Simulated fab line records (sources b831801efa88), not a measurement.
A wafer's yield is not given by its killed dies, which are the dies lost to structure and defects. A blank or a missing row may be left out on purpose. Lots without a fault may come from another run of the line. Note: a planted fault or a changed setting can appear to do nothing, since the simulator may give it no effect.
The tool behind it: which one? / flow gf180mcu / 34 wafers from 12 lots sampled at 6 of the route's 602 steps

== WHAT EACH GAUGE READ, for each wafer ==
GF_HV_LDD_CD_MEAS_46 targets a cd of 400 nm.
lot=L487; measured=day 12 06:40; on=cdSem-01; cdNm (nm)=398.2 401.1 401.2
lot=L488; measured=day 12 14:13; on=cdSem-01; cdNm (nm)=398.3 398.7 400.7
lot=L489; measured=day 13 06:14; on=cdSem-02; cdNm (nm)=402.5 401.8 401.2
lot=L494; measured=day 15 01:35; on=cdSem-02; cdNm (nm)=402.9 405.3 401.2
lot=L496; measured=day 15 05:09; on=cdSem-02; cdNm (nm)=399.1 400.4 402.2
lot=L497; measured=day 15 21:46; on=cdSem-02; cdNm (nm)=399.0 397.2 398.1
lot=L499; measured=day 16 12:26; on=cdSem-01; cdNm (nm)=399.9 401.1 402.4
lot=L500; measured=day 16 16:42; on=cdSem-02; cdNm (nm)=401.7 403.3 400.5
lot=L501; measured=day 17 00:17; on=cdSem-02; cdNm (nm)=398.0 401.1 398.7
lot=L507; measured=day 18 23:00; on=cdSem-01; cdNm (nm)=402.1 401.1
lot=L508; measured=day 19 08:13; on=cdSem-01; cdNm (nm)=397.5 394.8
lot=L509; measured=day 19 19:06; on=cdSem-01; cdNm (nm)=400.1 402.7 400.1

GF_PSD_RS_MEAS_14: uses a four-point probe to measure.
lot=L487; measured=day 14 02:05; on=filmMetro-02; NSD_RS (ohm/sq)=46.04 46.04 45.93
lot=L488; measured=day 14 09:31; on=filmMetro-02; NSD_RS (ohm/sq)=46.00 46.10 46.09
lot=L489; measured=day 15 03:15; on=filmMetro-03; NSD_RS (ohm/sq)=46.19 46.09 46.12
lot=L494; measured=day 17 02:00; on=filmMetro-03; NSD_RS (ohm/sq)=46.00 46.03 46.00
lot=L496; measured=day 17 04:44; on=filmMetro-04; NSD_RS (ohm/sq)=46.01 46.01 46.11
lot=L497; measured=day 17 21:42; on=filmMetro-03; NSD_RS (ohm/sq)=46.18 45.98 46.09
lot=L499; measured=day 18 13:43; on=filmMetro-02; NSD_RS (ohm/sq)=46.05 46.16 46.04
lot=L500; measured=day 18 17:26; on=filmMetro-04; NSD_RS (ohm/sq)=46.06 46.16 46.09
lot=L501; measured=day 19 04:02; on=filmMetro-02; NSD_RS (ohm/sq)=46.10 46.02 46.15
lot=L507; measured=day 21 02:57; on=filmMetro-04; NSD_RS (ohm/sq)=47.02 46.17
lot=L508; measured=day 21 13:52; on=filmMetro-04; NSD_RS (ohm/sq)=46.92 46.15
lot=L509; measured=day 21 23:08; on=filmMetro-04; NSD_RS (ohm/sq)=46.83 46.05 46.88

== TOOL THAT RAN EACH LOT (tool first, then ch and the chambers of the sampled wafers, then the start) ==
lot=L487; GF_HV_LDD_RTA_52=rtpAnneal-02 ch 0, day 12 07:11; GF_HV_LDD_ETCHBACK_58=rieDiel-04 ch 1,3, day 12 09:55; GF_NSD_IMPLANT_09=implanter-02 ch 0, day 13 05:29; GF_NSD_STRIP_11=plasmaAsher-02 ch 0,1, day 13 05:46
lot=L488; GF_HV_LDD_RTA_52=rtpAnneal-01 ch 0, day 12 14:44; GF_HV_LDD_ETCHBACK_58=rieDiel-04 ch 0,1, day 12 17:28; GF_NSD_IMPLANT_09=implanter-02 ch 0, day 13 12:50; GF_NSD_STRIP_11=plasmaAsher-02 ch 0,1, day 13 13:07
lot=L489; GF_HV_LDD_RTA_52=rtpAnneal-01 ch 0, day 13 06:44; GF_HV_LDD_ETCHBACK_58=rieDiel-03 ch 0,1, day 13 09:30; GF_NSD_IMPLANT_09=implanter-02 ch 0, day 14 05:47; GF_NSD_STRIP_11=plasmaAsher-02 ch 0,1, day 14 06:05
lot=L494; GF_HV_LDD_RTA_52=rtpAnneal-01 ch 0, day 15 02:06; GF_HV_LDD_ETCHBACK_58=rieDiel-04 ch 0,2,3, day 15 05:26; GF_NSD_IMPLANT_09=implanter-04 ch 0, day 16 03:08; GF_NSD_STRIP_11=plasmaAsher-01 ch 0,1, day 16 03:26
lot=L496; GF_HV_LDD_RTA_52=rtpAnneal-01 ch 0, day 15 05:40; GF_HV_LDD_ETCHBACK_58=rieDiel-04 ch 1,2,3, day 15 08:26; GF_NSD_IMPLANT_09=implanter-04 ch 0, day 16 06:02; GF_NSD_STRIP_11=plasmaAsher-01 ch 0,1, day 16 06:17
lot=L497; GF_HV_LDD_RTA_52=rtpAnneal-01 ch 0, day 15 22:17; GF_HV_LDD_ETCHBACK_58=rieDiel-03 ch 0,3, day 16 01:05; GF_NSD_IMPLANT_09=implanter-02 ch 0, day 16 22:43; GF_NSD_STRIP_11=plasmaAsher-01 ch 0,1, day 16 22:59
lot=L499; GF_HV_LDD_RTA_52=rtpAnneal-01 ch 0, day 16 12:57; GF_HV_LDD_ETCHBACK_58=rieDiel-04 ch 2,3, day 16 15:43; GF_NSD_IMPLANT_09=implanter-02 ch 0, day 17 13:53; GF_NSD_STRIP_11=plasmaAsher-02 ch 0,1, day 17 14:11
lot=L500; GF_HV_LDD_RTA_52=rtpAnneal-01 ch 0, day 16 17:13; GF_HV_LDD_ETCHBACK_58=rieDiel-03 ch 0,1,3, day 16 19:58; GF_NSD_IMPLANT_09=implanter-04 ch 0, day 17 17:32; GF_NSD_STRIP_11=plasmaAsher-02 ch 0,1, day 17 17:50
lot=L501; GF_HV_LDD_RTA_52=rtpAnneal-01 ch 0, day 17 00:48; GF_HV_LDD_ETCHBACK_58=rieDiel-04 ch 0,1,2, day 17 04:04; GF_NSD_IMPLANT_09=implanter-04 ch 0, day 18 03:13; GF_NSD_STRIP_11=plasmaAsher-03 ch 0,1, day 18 03:31
lot=L507; GF_HV_LDD_RTA_52=rtpAnneal-02 ch 0, day 18 23:34; GF_HV_LDD_ETCHBACK_58=rieDiel-03 ch 1, day 19 02:23; GF_NSD_IMPLANT_09=implanter-02 ch 0, day 20 01:53; GF_NSD_STRIP_11=plasmaAsher-03 ch 1, day 20 02:11
lot=L508; GF_HV_LDD_RTA_52=rtpAnneal-02 ch 0, day 19 08:42; GF_HV_LDD_ETCHBACK_58=rieDiel-04 ch 1,2, day 19 11:57; GF_NSD_IMPLANT_09=implanter-02 ch 0, day 20 12:09; GF_NSD_STRIP_11=plasmaAsher-03 ch 0,1, day 20 12:25
lot=L509; GF_HV_LDD_RTA_52=rtpAnneal-01 ch 0, day 19 19:37; GF_HV_LDD_ETCHBACK_58=rieDiel-03 ch 0,2, day 19 22:56; GF_NSD_IMPLANT_09=implanter-02 ch 0, day 20 23:14; GF_NSD_STRIP_11=plasmaAsher-01 ch 0,1, day 20 23:32
- GF_HV_LDD_RTA_52: time 10 s.
- GF_HV_LDD_ETCHBACK_58: etches Si3N4 in CH3F/O2, stops on SiO2, time 100 s, target depth 90 nm.
- GF_NSD_IMPLANT_09
- GF_NSD_STRIP_11: strips in O2/N2.

== WHAT THE TOOLS THEMSELVES READ (means of the sampled wafers that have a number; where no wafer has one, the mark that the record gives instead) ==
GF_HV_LDD_RTA_52.
lot=L487; tool=rtpAnneal-02; lampPowerPct (%)=28; wafer_temp_C_max=1005.3
lot=L488; tool=rtpAnneal-01; lampPowerPct (%)=37; wafer_temp_C_max=1004.3
lot=L489; tool=rtpAnneal-01; lampPowerPct (%)=37; wafer_temp_C_max=1003.6
lot=L494; tool=rtpAnneal-01; lampPowerPct (%)=37; wafer_temp_C_max=1003.0
lot=L496; tool=rtpAnneal-01; lampPowerPct (%)=37; wafer_temp_C_max=1004.0
lot=L497; tool=rtpAnneal-01; lampPowerPct (%)=37; wafer_temp_C_max=1003.6
lot=L499; tool=rtpAnneal-01; lampPowerPct (%)=37; wafer_temp_C_max=1005.1
lot=L500; tool=rtpAnneal-01; lampPowerPct (%)=37; wafer_temp_C_max=1003.6
lot=L501; tool=rtpAnneal-01; lampPowerPct (%)=37; wafer_temp_C_max=1004.2
lot=L507; tool=rtpAnneal-02; lampPowerPct (%)=28; wafer_temp_C_max=1005.3
lot=L508; tool=rtpAnneal-02; lampPowerPct (%)=28; wafer_temp_C_max=1003.8
lot=L509; tool=rtpAnneal-01; lampPowerPct (%)=37; wafer_temp_C_max=1003.7

GF_HV_LDD_ETCHBACK_58.
lot=L487; tool=rieDiel-04; drypumpMotorCurrentA (A)=6.1; oesProductAu (a.u.)=0.843; throttleValvePct (%)=10.562
lot=L488; tool=rieDiel-04; drypumpMotorCurrentA (A)=5.6; oesProductAu (a.u.)=0.841; throttleValvePct (%)=10.564
lot=L489; tool=rieDiel-03; drypumpMotorCurrentA (A)=5.9; oesProductAu (a.u.)=0.842; throttleValvePct (%)=10.558
lot=L494; tool=rieDiel-04; drypumpMotorCurrentA (A)=5.9; oesProductAu (a.u.)=0.847; throttleValvePct (%)=10.562
lot=L496; tool=rieDiel-04; drypumpMotorCurrentA (A)=6.0; oesProductAu (a.u.)=0.840; throttleValvePct (%)=10.558
lot=L497; tool=rieDiel-03; drypumpMotorCurrentA (A)=5.9; oesProductAu (a.u.)=0.845; throttleValvePct (%)=10.564
lot=L499; tool=rieDiel-04; drypumpMotorCurrentA (A)=6.3; oesProductAu (a.u.)=0.840; throttleValvePct (%)=10.552
lot=L500; tool=rieDiel-03; drypumpMotorCurrentA (A)=6.0; oesProductAu (a.u.)=0.845; throttleValvePct (%)=10.563
lot=L501; tool=rieDiel-04; drypumpMotorCurrentA (A)=5.5; oesProductAu (a.u.)=0.845; throttleValvePct (%)=10.552
lot=L507; tool=rieDiel-03; drypumpMotorCurrentA (A)=6.0; oesProductAu (a.u.)=0.838; throttleValvePct (%)=10.559
lot=L508; tool=rieDiel-04; drypumpMotorCurrentA (A)=5.7; oesProductAu (a.u.)=0.843; throttleValvePct (%)=10.552
lot=L509; tool=rieDiel-03; drypumpMotorCurrentA (A)=5.8; oesProductAu (a.u.)=0.846; throttleValvePct (%)=10.552

GF_NSD_IMPLANT_09.
lot=L487; tool=implanter-02; endStationPressureTorr (Torr)=1.50e-05; faradayCurrentUA=13412
lot=L488; tool=implanter-02; endStationPressureTorr (Torr)=1.42e-05; faradayCurrentUA=13461
lot=L489; tool=implanter-02; endStationPressureTorr (Torr)=1.51e-05; faradayCurrentUA=13493
lot=L494; tool=implanter-04; endStationPressureTorr (Torr)=1.28e-05; faradayCurrentUA=11237
lot=L496; tool=implanter-04; endStationPressureTorr (Torr)=1.22e-05; faradayCurrentUA=11014
lot=L497; tool=implanter-02; endStationPressureTorr (Torr)=1.43e-05; faradayCurrentUA=13518
lot=L499; tool=implanter-02; endStationPressureTorr (Torr)=1.51e-05; faradayCurrentUA=13244
lot=L500; tool=implanter-04; endStationPressureTorr (Torr)=1.17e-05; faradayCurrentUA=11198
lot=L501; tool=implanter-04; endStationPressureTorr (Torr)=1.26e-05; faradayCurrentUA=11110
lot=L507; tool=implanter-02; endStationPressureTorr (Torr)=1.50e-05; faradayCurrentUA=13152
lot=L508; tool=implanter-02; endStationPressureTorr (Torr)=1.40e-05; faradayCurrentUA=13489
lot=L509; tool=implanter-02; endStationPressureTorr (Torr)=1.51e-05; faradayCurrentUA=13501

GF_NSD_STRIP_11.
lot=L487; tool=plasmaAsher-02; drypumpMotorCurrentA (A)=5.8; heaterPowerW (W)=317; oesProductAu (a.u.)=0.489; platenTempC (C)=249.89; stripTimeToEndpointS (s)=23.02
lot=L488; tool=plasmaAsher-02; drypumpMotorCurrentA (A)=5.8; heaterPowerW (W)=314; oesProductAu (a.u.)=0.484; platenTempC (C)=250.01; stripTimeToEndpointS (s)=23.01
lot=L489; tool=plasmaAsher-02; drypumpMotorCurrentA (A)=5.4; heaterPowerW (W)=312; oesProductAu (a.u.)=0.485; platenTempC (C)=250.13; stripTimeToEndpointS (s)=23.00
lot=L494; tool=plasmaAsher-01; drypumpMotorCurrentA (A)=5.5; heaterPowerW (W)=366; oesProductAu (a.u.)=0.486; platenTempC (C)=250.18; stripTimeToEndpointS (s)=22.98
lot=L496; tool=plasmaAsher-01; drypumpMotorCurrentA (A)=5.4; heaterPowerW (W)=346; oesProductAu (a.u.)=0.490; platenTempC (C)=249.94; stripTimeToEndpointS (s)=22.96
lot=L497; tool=plasmaAsher-01; drypumpMotorCurrentA (A)=5.4; heaterPowerW (W)=342; oesProductAu (a.u.)=0.488; platenTempC (C)=250.02; stripTimeToEndpointS (s)=23.00
lot=L499; tool=plasmaAsher-02; drypumpMotorCurrentA (A)=5.8; heaterPowerW (W)=315; oesProductAu (a.u.)=0.488; platenTempC (C)=249.75; stripTimeToEndpointS (s)=23.04
lot=L500; tool=plasmaAsher-02; drypumpMotorCurrentA (A)=5.4; heaterPowerW (W)=308; oesProductAu (a.u.)=0.486; platenTempC (C)=249.89; stripTimeToEndpointS (s)=22.93
lot=L501; tool=plasmaAsher-03; drypumpMotorCurrentA (A)=5.7; heaterPowerW (W)=359; oesProductAu (a.u.)=0.489; platenTempC (C)=249.93; stripTimeToEndpointS (s)=22.93
lot=L507; tool=plasmaAsher-03; drypumpMotorCurrentA (A)=5.8; heaterPowerW (W)=364; oesProductAu (a.u.)=0.493; platenTempC (C)=250.02; stripTimeToEndpointS (s)=22.64
lot=L508; tool=plasmaAsher-03; drypumpMotorCurrentA (A)=5.6; heaterPowerW (W)=363; oesProductAu (a.u.)=0.489; platenTempC (C)=250.06; stripTimeToEndpointS (s)=22.70
lot=L509; tool=plasmaAsher-01; drypumpMotorCurrentA (A)=5.4; heaterPowerW (W)=344; oesProductAu (a.u.)=0.488; platenTempC (C)=249.99; stripTimeToEndpointS (s)=22.63

== THE ANSWER, worked out from the rows above alone ==
Rule: the lots themselves supply what counts as usual. The widest of any qualifying gaps counts: lots, ordered by their means at a reading, are off when they make up no more than a third of the lots, leave a main group of 4 or more, and stand apart from it by 3 or more times the standard deviation of that group's means. The tables above print the reading to a certain number of digits; a main group whose means all agree to those digits is not used. A lot without any number at a reading at which 4 lots or more have one is off too. Where the step has rows for the other lots, those lots are counted as sound. After the gauges, taken in route order, come the tools' own readings; for these a lot's mean is taken, as printed above. At the first step where some lot is off, the reading lying furthest off is the one used; lots without a number count as furthest.
Off: at GF_PSD_RS_MEAS_14 (NSD_RS), L507, L508, L509. The main group: mean 46.07 ohm/sq, standard deviation 0.04.
If a tool, at a process step before that reading, ran all the lots that are off and no sound lot after the first of them, it fits. Not tried: the gauges at GF_PSD_RS_MEAS_14; whatever is off there is also off at GF_NSD_STRIP_11, on other tools, and gauge error can't account for it. One fits: implanter-02 at GF_NSD_IMPLANT_09. A fault onset in the window from L499 (day 17 13:53, its last sound lot) to L507 (day 20 01:53, its first lot off) fits.

== WHAT THE SIMULATOR PUT IN ==
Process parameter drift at GF_NSD_IMPLANT_09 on implanter-02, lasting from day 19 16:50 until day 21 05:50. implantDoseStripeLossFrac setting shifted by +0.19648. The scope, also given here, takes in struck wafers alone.
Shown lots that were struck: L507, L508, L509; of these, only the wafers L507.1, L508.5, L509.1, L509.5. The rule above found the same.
